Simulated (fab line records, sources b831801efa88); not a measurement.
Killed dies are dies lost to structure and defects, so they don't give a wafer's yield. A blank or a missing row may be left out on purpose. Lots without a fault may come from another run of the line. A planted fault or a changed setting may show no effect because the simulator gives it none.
Chamber matching | flow sky130 | SKY_FIELD_ISO_ETCH_17 on rie_si-02: 4 sister chambers
The step etches Si in HBr/Cl2/O2, target depth 342 nm, time 97.7 s. 8 wafers are shown with their chamber, then 7 later ones without.

WAFERS WITH THEIR CHAMBER
wafer  | chamber | oes_product_au (a.u.) | throttle_valve_pct (%)
L931.1 | 3       | 1.030                 | 25.642
L934.3 | 0       | 1.006                 | 25.626
L938.3 | 2       | 1.006                 | 25.657
L938.6 | 2       | 1.009                 | 25.652
L940.1 | 1       | 1.002                 | 25.658
L940.3 | 0       | 1.004                 | 25.647
L950.2 | 3       | 1.022                 | 25.638
L950.4 | 1       | 1.000                 | 25.649

WAFERS WITHOUT THEIR CHAMBER
wafer  | oes_product_au (a.u.) | throttle_valve_pct (%)
L950.6 | 1.016                 | 25.637
L954.1 | 0.994                 | 25.644
L954.5 | 1.011                 | 25.658
L954.6 | 1.001                 | 25.640
L952.1 | 0.981                 | 25.656
L952.3 | 1.008                 | 25.647
L952.5 | 0.990                 | 25.671

WHICH CHAMBER EACH WENT THROUGH
wafer  | from the rows above               | in truth
L950.6 | can't be placed: 3 or 2 or 0 or 1 | 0
L954.1 | can't be placed: 1 or 0 or 2      | 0
L954.5 | 2                                 | 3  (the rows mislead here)
L954.6 | can't be placed: 0 or 1 or 2      | 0
L952.1 | can't be placed: 1 or 0           | 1
L952.3 | can't be placed: 2 or 0 or 1      | 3
L952.5 | can't be placed: 1 or 2           | 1
Placed correctly: 0 of 7. Can't be placed from these rows: 6 (the true chamber is among the candidates in 5). Placed wrongly: 1.
How it was worked out, from the rows above alone: a wafer's distance from a chamber is the root of the sum, over the readings, of the square of ((its reading less the chamber's mean) divided by the reading's scatter). The wafer belongs to the nearest chamber; if the next one is less than 2 further off, it can't be placed. A chamber's mean is the mean of its shown wafers. The scatter: the root of (the sum of the squares of (reading less its chamber's mean) over the shown wafers, divided by (wafers less chambers)).
